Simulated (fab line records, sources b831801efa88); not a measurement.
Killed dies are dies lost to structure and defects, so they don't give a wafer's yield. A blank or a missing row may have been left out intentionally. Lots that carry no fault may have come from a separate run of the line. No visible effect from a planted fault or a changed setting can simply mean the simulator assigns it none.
fab line records | flow sky130
record lots=10 wafers=30 last-day=50
route steps=708 shown METAL4@630 VIA4@656 PAD_OPEN@708
lots that met no fault: from a run of the same line without faults
start-h: the number of hours between the record's first day and the start of the first shown wafer of the lot | wait-h: hours elapsed since this lot's preceding step | " identical to the entry in the row above | L1.1+2: a row that stands for several wafers | - no value, or no start given | * or withheld: withheld | < > ~ a bound
route shown NAME@n: a module of which the file shows steps, and the number in the route of the first | usual: mean/standard deviation of fault-free wafers | same: alike in all rows | chamber/n: place in a boat | sites: each site's reading | _std_site: the values' standard deviation | _edge_site: mean of outer sites minus mean of inner sites | radius-mm: how far each site lies from the wafer's centre | mask NAME#n: copy n | behind: tool/chamber where the wafer was last shaped | hold: the reason the lot was held/the length of the hold in hours/how it ended | device: whichever transistor did not switch (one of n, p or np) | end of line: the same wafers' tests at the end of the route | for a step that has no rows: nothing shown but its recipe | killed: dies that structure and defects cost at the first sort, which is not the same as the wafer's yield | map: dies across one wafer; x = killed, . = not, _ = none there
set.NAME: the run value of the setting; set.NAME@STEP: its run value at that earlier step | model.NAME: the simulator's own value behind a step, which no gauge read
route steps across a sampled set of lots; one table per step, one row per wafer
services: from which hour (start-h, from the record's first day; less than 0 if before it) a tool's chamber was out of use, for how many hours, and why
## steps
# step SKY_METAL4_OVL_MEAS_14
# usual METAL4_OVL=-2/5
# columns lot.wafer tool chamber start-h wait-h METAL4_OVL[nm]
L249.1 overlay-02 - 993.96 0.1 -9
L249.4 " - " " -9
L249.6 " - " " -7
L251.3 overlay-01 - 998.51 0.1 -11
L251.4 " - " " -7
L251.5 " - " " -6
L259.1 overlay-02 - 1066.16 0.1 2
L259.4 " - " " -4
L259.6 " - " " -2
L260.3 overlay-02 - 1071.58 0.1 -1
L260.5 " - " " -1
L260.6 " - " " -2
L262.2 overlay-02 - 1077.68 0.1 10
L262.3 " - " " 5
L262.6 " - " " 6
L265.2 overlay-02 - 1096.83 0.1 -6
L265.4 " - " " 1
L265.6 " - " " -8
L267.2 overlay-01 - 1104.66 0.1 -5
L267.3 " - " " -1
L267.5 " - " " 0
L268.2 overlay-01 - 1111.13 0.1 2
L268.3 " - " " -5
L268.5 " - " " 1
L269.1 overlay-02 - 1119.95 0.1 -1
L269.3 " - " " -1
L269.4 " - " " -3
L270.1 overlay-02 - 1122.95 0.1 -4
L270.2 " - " " -1
L270.4 " - " " -1
# step SKY_METAL4_METAL_ETCH_18
# recipe target-depth-a=8450 stop-on=SiO2 over-etch-frac=0.3 time-s=183.1 chemistry=Cl2/BCl3 resist-sidewall-deg=88 pressure-mtorr=10 icp-w=900 bias-w=48.5 Cl2_flow_sccm=60 bcl3-flow-sccm=30
# usual drypump-motor-current-A=6.0/0.32 oes-product-au=0.866/0.0057 throttle-valve-pct=22.264/0.0095
# columns lot.wafer tool chamber start-h wait-h drypump-motor-current-A oes-product-au rf-hours-counter-h throttle-valve-pct
L249.1 rie-metal-03 1 994.28 0.0 6.3 0.870 15 22.277
L249.4 " 0 " " 6.4 0.871 - 22.276
L249.6 " 0 " " 6.4 0.854 - 22.261
L251.3 rie-metal-02 0 998.81 0.1 6.2 0.872 - 22.269
L251.4 " 0 " " 6.2 0.865 - 22.282
L251.5 " 0 " " 6.2 0.867 - 22.264
L259.1 rie-metal-02 1 1066.35 0.0 5.5 0.858 5 22.267
L259.4 " 1 " " 5.6 0.865 - 22.269
L259.6 " 1 " " 5.5 0.874 - 22.284
L260.3 rie-metal-03 1 1071.82 0.1 6.3 0.861 - 22.265
L260.5 " 0 " " 6.4 0.865 - 22.271
L260.6 " 1 " " 6.3 0.862 - 22.267
L262.2 rie-metal-02 1 1077.92 0.1 5.6 0.873 - 22.266
L262.3 " 1 " " 5.6 0.871 - 22.238
L262.6 " 1 " " 5.5 0.872 - 22.275
L265.2 rie-metal-01 1 1097.01 0.0 6.2 0.865 14 22.258
L265.4 " 1 " " 6.2 0.869 - 22.266
L265.6 " 1 " " 6.2 0.865 - 22.267
L267.2 rie-metal-03 1 1104.84 0.0 6.3 0.861 21 22.267
L267.3 " 0 " " 6.4 0.864 - 22.265
L267.5 " 0 " " 6.4 0.864 - 22.253
L268.2 rie-metal-02 0 1111.31 0.0 6.2 0.869 14 22.278
L268.3 " 0 " " 6.2 0.865 - 22.257
L268.5 " 0 " " 6.2 0.858 - 22.269
L269.1 rie-metal-01 0 1120.14 0.0 5.7 0.873 23 22.273
L269.3 " 1 " " 6.2 0.867 - 22.262
L269.4 " 0 " " 5.7 0.865 - 22.270
L270.1 rie-metal-01 1 1123.14 0.0 6.2 0.857 16 22.270
L270.2 " 0 " " 5.7 0.869 23 22.255
L270.4 " 1 " " 6.2 0.859 - 22.281
# step SKY_VIA4_SPUTTER_17
# recipe material=TiN target-thk-nm=20 chamber-pressure-pa=5 power-w=4000 time-s=80
# usual throttle-valve-pct=29.7/1.5
# columns lot.wafer tool chamber start-h wait-h throttle-valve-pct
L249.1 pvd-sputter-03 - 1019.00 0.0 29.2
L249.4 " - " " 28.3
L249.6 " - " " 29.2
L251.3 pvd-sputter-03 - 1023.44 0.0 28.4
L251.4 " - " " 28.4
L251.5 " - " " 29.5
L259.1 pvd-sputter-03 - 1091.30 0.0 29.6
L259.4 " - " " 29.2
L259.6 " - " " 30.7
L260.3 pvd-sputter-04 - 1096.15 0.0 29.0
L260.5 " - " " 30.6
L260.6 " - " " 28.9
L262.2 pvd-sputter-03 - 1101.26 0.0 29.6
L262.3 " - " " 28.1
L262.6 " - " " 30.6
L265.2 pvd-sputter-04 - 1120.18 0.0 31.1
L265.4 " - " " 30.8
L265.6 " - " " 31.5
L267.2 pvd-sputter-02 - 1126.72 0.0 31.8
L267.3 " - " " 30.4
L267.5 " - " " 30.3
L268.2 pvd-sputter-03 - 1132.29 0.0 29.3
L268.3 " - " " 29.8
L268.5 " - " " 29.3
L269.1 pvd-sputter-03 - 1141.27 0.0 28.3
L269.3 " - " " 30.7
L269.4 " - " " 29.6
L270.1 pvd-sputter-03 - 1147.27 0.0 30.7
L270.2 " - " " 29.6
L270.4 " - " " 28.2
# step SKY_VIA4_CVD_18
# recipe material=W target-thk-nm=505 time-s=152.14 temp-c=400 pressure-torr=40
# usual heater-power-w=793/62
# columns lot.wafer tool chamber start-h wait-h heater-power-w
L249.1 cvd-w-02 0 1019.06 0.0 690
L249.4 " 1 " " 835
L249.6 " 1 " " 816
L251.3 cvd-w-02 1 1023.56 0.1 825
L251.4 " 0 " " 690
L251.5 " 1 " " 850
L259.1 cvd-w-01 1 1091.36 0.0 870
L259.4 " 1 " " 857
L259.6 " 1 " " 848
L260.3 cvd-w-02 0 1096.26 0.1 717
L260.5 " 1 " " 835
L260.6 " 0 " " 694
L262.2 cvd-w-02 0 1101.32 0.0 689
L262.3 " 1 " " 834
L262.6 " 0 " " 698
L265.2 cvd-w-01 1 1120.24 0.0 854
L265.4 " 0 " " 768
L265.6 " 1 " " 851
L267.2 cvd-w-01 0 1126.78 0.0 779
L267.3 " 0 " " 775
L267.5 " 0 " " 762
L268.2 cvd-w-01 0 1132.35 0.0 765
L268.3 " 1 " " 862
L268.5 " 1 " " 867
L269.1 cvd-w-01 1 1141.33 0.0 870
L269.3 " 1 " " 850
L269.4 " 0 " " 782
L270.1 cvd-w-01 0 1147.33 0.0 795
L270.2 " 1 " " 832
L270.4 " 0 " " 771
# step SKY_VIA4_RS_MEAS_19
# recipe thk-meas-gauge=four-point-probe reads=W_of_VIA4_CVD_18+TiN_of_VIA4_SPUTTER_17
# usual VIA4_W_RS=0.2270/0.0025
# columns lot.wafer tool chamber start-h wait-h VIA4_W_RS[ohm/sq]
L249.1 film-metro-01 - 1019.21 0.1 0.2289
L249.4 " - " " 0.2232
L249.6 " - " " 0.2233
L251.3 film-metro-04 - 1023.70 0.1 0.2235
L251.4 " - " " 0.2301
L251.5 " - " " 0.2239
L259.1 film-metro-01 - 1091.51 0.1 0.2234
L259.4 " - " " 0.2250
L259.6 " - " " 0.2243
L260.3 film-metro-01 - 1096.40 0.1 0.5162
L260.5 " - " " 0.2208
L260.6 " - " " 0.5076
L262.2 film-metro-03 - 1101.50 0.1 0.5321
L262.3 " - " " 0.2242
L262.6 " - " " 0.5250
L265.2 film-metro-03 - 1120.42 0.1 0.2274
L265.4 " - " " 0.2288
L265.6 " - " " 0.2308
L267.2 film-metro-01 - 1126.95 0.1 0.2277
L267.3 " - " " 0.2266
L267.5 " - " " 0.2296
L268.2 film-metro-03 - 1132.52 0.1 0.2244
L268.3 " - " " 0.2312
L268.5 " - " " 0.2274
L269.1 film-metro-03 - 1141.48 0.1 0.2276
L269.3 " - " " 0.2259
L269.4 " - " " 0.2274
L270.1 film-metro-04 - 1147.48 0.1 0.2312
L270.2 " - " " 0.2306
L270.4 " - " " 0.2304
# step SKY_VIA4_THK_MEAS_20
# recipe thk-meas-gauge=xrf reads=W_of_VIA4_CVD_18
# usual VIA4_W_THK=524/8.3
# columns lot.wafer tool chamber start-h wait-h VIA4_W_THK[nm]
L249.1 film-metro-01 - 1019.33 0.1 520
L249.4 " - " " 538
L249.6 " - " " 536
L251.3 film-metro-04 - 1023.80 0.1 535
L251.4 " - " " 520
L251.5 " - " " 533
L259.1 film-metro-01 - 1091.63 0.1 542
L259.4 " - " " 534
L259.6 " - " " 535
L260.3 film-metro-01 - 1096.50 0.1 231
L260.5 " - " " 549
L260.6 " - " " 234
L262.2 film-metro-03 - 1101.61 0.1 223
L262.3 " - " " 529
L262.6 " - " " 226
L265.2 film-metro-03 - 1120.53 0.1 515
L265.4 " - " " 514
L265.6 " - " " 507
L267.2 film-metro-01 - 1127.06 0.1 529
L267.3 " - " " 529
L267.5 " - " " 526
L268.2 film-metro-03 - 1132.63 0.1 531
L268.3 " - " " 516
L268.5 " - " " 524
L269.1 film-metro-03 - 1141.60 0.1 521
L269.3 " - " " 528
L269.4 " - " " 527
L270.1 film-metro-04 - 1147.60 0.1 510
L270.2 " - " " 513
L270.4 " - " " 508
# step SKY_VIA4_CMP_21
# recipe stop-on=SiO2 t-overpolish-s=25 down-force-psi=3.5 platen-rpm=60 target-thk-nm=0 pad-velocity-m-s=0.94248
# usual motor-current-A=11.4/1.4 time-to-endpoint-s=120/3.9
# columns lot.wafer tool chamber start-h wait-h motor-current-A time-to-endpoint-s
L249.1 cmp-01 2 1020.20 0.9 12.9 112
L249.4 " 3 " " 10.7 123
L249.6 " 3 " " 10.4 120
L251.4 cmp-02 1 1023.94 0.1 14.3 122
L251.3 " 2 " " 10.3 126
L251.5 " 0 " " 10.7 122
L259.1 cmp-01 3 1091.74 0.1 10.2 123
L259.4 " 1 " " 11.3 109
L259.6 " 2 " " 12.3 117
L260.3 cmp-02 0 1098.02 1.5 11.3 50
L260.6 " 1 " " 14.7 51
L260.5 " 2 " " 10.0 121
L262.2 cmp-02 1 1103.67 2.1 13.7 54
L262.3 " 2 " " 10.7 121
L262.6 " 3 " " 10.6 54
L265.4 cmp-02 1 1121.34 0.8 14.4 122
L265.2 " 2 " " 10.2 125
L265.6 " 1 " " 14.5 120
L267.3 cmp-02 0 1127.23 0.1 10.6 121
L267.2 " 1 " " 14.0 119
L267.5 " 3 " " 10.3 123
L268.3 cmp-01 2 1132.68 0.0 11.9 118
L268.2 " 1 " " 11.0 120
L268.5 " 2 " " 12.3 121
L269.4 cmp-01 2 1141.66 0.0 12.0 120
L269.1 " 3 " " 10.1 123
L269.3 " 0 " " 11.0 122
L270.1 cmp-02 2 1147.66 0.1 10.5 121
L270.4 " 3 " " 10.5 120
L270.2 " 0 " " 10.5 120
# step SKY_PAD_OPEN_PROBE_99
# usual defect-limited-yield=82.5/1.9 killed_at_M0_to_M3=43/7.2 killed_at_M4_up=3.1/1.8 killed-at-contacts=24/5.4 killed-at-front-end=15/4.4 killed-at-other=0.4/0.56 killed-dies=86/9.3 killed-on-rim=17/3.6 killed-open=47/6.9 killed-short=39/6.6 sort_bin_3_pad_short=0.9/0.43 sort_bin_5_function=10.4/1.5 sort_bin_6_memory=6.2/1.1 sort-n-pass=406/9.3 sort-yield-pct=82.5/1.9
# same gross-dies=492 killed-at-back-side=0 sort_bin_4_leakage[%]=0 sort_bin_8_speed[%]=0
# columns lot.wafer tool chamber start-h wait-h defect-limited-yield[%] killed_at_M0_to_M3 killed_at_M4_up killed-at-contacts killed-at-front-end killed-at-other killed-dies killed-on-rim killed-open killed-short sort_bin_3_pad_short[%] sort_bin_5_function[%] sort_bin_6_memory[%] sort-n-pass sort-yield-pct[%]
L259.1 prober-01 - 1152.27 0.1 82.9 37 4 26 15 2 84 17 44 38 0.8 10.8 5.5 408 82.9
L259.4 prober-01 - 1152.42 0.2 82.3 39 2 22 23 1 87 18 48 36 0.2 10.6 6.9 405 82.3
L259.6 prober-01 - 1152.52 0.2 84.6 33 1 26 16 0 76 18 46 29 0.6 8.7 6.1 416 84.6
L262.2 prober-02 - 1163.50 0.1 85.0 38 5 19 11 1 74 15 30 44 1.2 8.9 4.9 418 85.0
L262.3 prober-02 - 1163.55 0.2 81.9 39 4 33 13 0 89 17 47 42 0.8 10.2 7.1 403 81.9
L262.6 prober-02 - 1163.70 0.2 82.9 51 3 18 12 0 84 19 49 35 0 10.6 6.5 408 82.9
L265.2 prober-01 - 1181.20 0.1 82.1 47 3 25 13 0 88 23 53 34 0.8 12.2 4.9 404 82.1
L265.4 prober-01 - 1181.30 0.2 85.8 34 3 23 10 0 70 10 46 24 0.8 7.9 5.5 422 85.8
L265.6 prober-01 - 1181.40 0.2 84.1 29 2 32 15 0 78 16 46 32 0.6 8.7 6.5 414 84.1
# killed by level:class
L259.1 VIA1:geometric-particle:open=10 CONTACT:geometric-particle:open=9 LI_CONTACT:geometric-particle:open=7 VIA1:geometric-particle:short=7 VIA3:geometric-particle:open=6 CONTACT:geometric-particle:short=5 FIELD_ISO:geometric-particle:short=4 FIELD_ISO:geometric-particle:open=4
L259.4 VIA1:geometric-particle:open=12 POLY_GATE:geometric-particle:open=8 LI_CONTACT:geometric-particle:open=8 VIA1:geometric-particle:short=6 FIELD_ISO:geometric-particle:short=4 LOCAL_INTERCONNECT:geometric-particle:short=4 CONTACT:geometric-particle:open=4 METAL2:geometric-particle:short=4
L259.6 CONTACT:geometric-particle:open=11 VIA1:geometric-particle:open=9 LI_CONTACT:geometric-particle:open=6 VIA2:geometric-particle:open=6 VIA1:geometric-particle:short=6 FIELD_ISO:geometric-particle:short=5 METAL3:geometric-particle:short=5 LOCAL_INTERCONNECT:geometric-particle:short=4
L262.2 METAL1:geometric-particle:short=9 FIELD_ISO:geometric-particle:short=6 VIA3:geometric-particle:open=6 CONTACT:geometric-particle:open=6 VIA1:geometric-particle:open=5 LI_CONTACT:geometric-particle:open=4 CONTACT:geometric-particle:short=4 VIA1:geometric-particle:short=4
L262.3 CONTACT:geometric-particle:open=11 VIA1:geometric-particle:open=8 CONTACT:geometric-particle:short=7 METAL2:geometric-particle:short=6 VIA3:geometric-particle:open=6 LI_CONTACT:geometric-particle:open=5 POLY_GATE:geometric-particle:short=5 LOCAL_INTERCONNECT:geometric-particle:short=5
L262.6 VIA1:geometric-particle:open=11 VIA3:geometric-particle:open=9 VIA2:geometric-particle:open=8 CONTACT:geometric-particle:open=6 FIELD_ISO:geometric-particle:open=5 LOCAL_INTERCONNECT:geometric-particle:short=5 VIA1:geometric-particle:short=5 METAL3:geometric-particle:short=4
L265.2 CONTACT:geometric-particle:open=11 VIA3:geometric-particle:open=10 VIA2:geometric-particle:open=8 LI_CONTACT:geometric-particle:open=7 VIA1:geometric-particle:open=6 METAL3:geometric-particle:short=6 METAL2:geometric-particle:short=6 FIELD_ISO:geometric-particle:short=4
L265.4 CONTACT:geometric-particle:open=9 VIA1:geometric-particle:open=9 VIA3:geometric-particle:open=7 VIA2:geometric-particle:open=6 LI_CONTACT:geometric-particle:open=4 LOCAL_INTERCONNECT:geometric-particle:short=4 CONTACT:geometric-particle:short=4 FIELD_ISO:geometric-particle:open=3
L265.6 CONTACT:geometric-particle:open=12 LOCAL_INTERCONNECT:geometric-particle:short=9 VIA1:geometric-particle:open=8 VIA2:geometric-particle:open=6 LI_CONTACT:geometric-particle:open=5 VIA3:geometric-particle:open=5 VIA2:geometric-particle:short=3 POLY_GATE:geometric-particle:open=3
## services
# columns tool chamber start-h hours kind
pvd-sputter-03 - 1003.82 0.9 repair
rie-metal-03 - 1005.45 28.1 pm
cmp-02 - 1017.87 4.8 repair
cvd-w-01 - 1018.95 1.2 repair
cmp-02 - 1030.01 3.4 pm
cmp-02 - 1034.97 3.3 repair
cvd-w-02 1 1040.35 4.8 repair
cmp-01 - 1045.41 1.4 repair
rie-metal-02 0 1049.72 31.4 repair
cmp-01 - 1053.96 3.3 repair
cmp-01 - 1065.86 2.4 repair
rie-metal-03 1 1072.53 12.8 repair
cmp-02 - 1084.19 4.0 pm
cvd-w-02 - 1085.35 6.9 pm
rie-metal-03 - 1098.97 0.6 repair
cmp-01 - 1103.72 2.4 repair
cvd-w-01 - 1109.48 1.3 repair
cmp-01 - 1111.52 2.9 repair
cmp-01 - 1114.67 0.8 repair
cmp-01 - 1127.92 0.2 repair
cvd-w-01 - 1134.99 0.6 repair
rie-metal-01 1 1138.11 5.7 repair
cmp-02 - 1140.85 2.6 repair
rie-metal-01 - 1143.61 1.4 pm
## key
first-sign step=SKY_VIA4_RS_MEAS_19 reading=VIA4_W_RS direction=up sigmas=99+ usual=0.2270 struck=0.5202
effect step=SKY_VIA4_THK_MEAS_20 reading=VIA4_W_THK direction=down sigmas=36 usual=524 struck=228
effect step=SKY_VIA4_CMP_21 reading=time-to-endpoint-s direction=down sigmas=17 usual=* struck=*
met-at SKY_VIA4_CVD_18
struck-lots L260,L262
struck-wafers L260.3,L260.6,L262.2,L262.6
not-acting-at SKY_METAL4_OVL_MEAS_14,SKY_METAL4_METAL_ETCH_18,SKY_VIA4_SPUTTER_17
onset-between 1023.56 1096.26
fault kind=process-parameter-drift tool=cvd-w-02 chamber=0 onset-h=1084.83 steps=SKY_VIA4_CVD_18 channel=target-thk-nm offset=-282.89 shape=step end-h=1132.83 acts-in=these-recipes-only stated=505
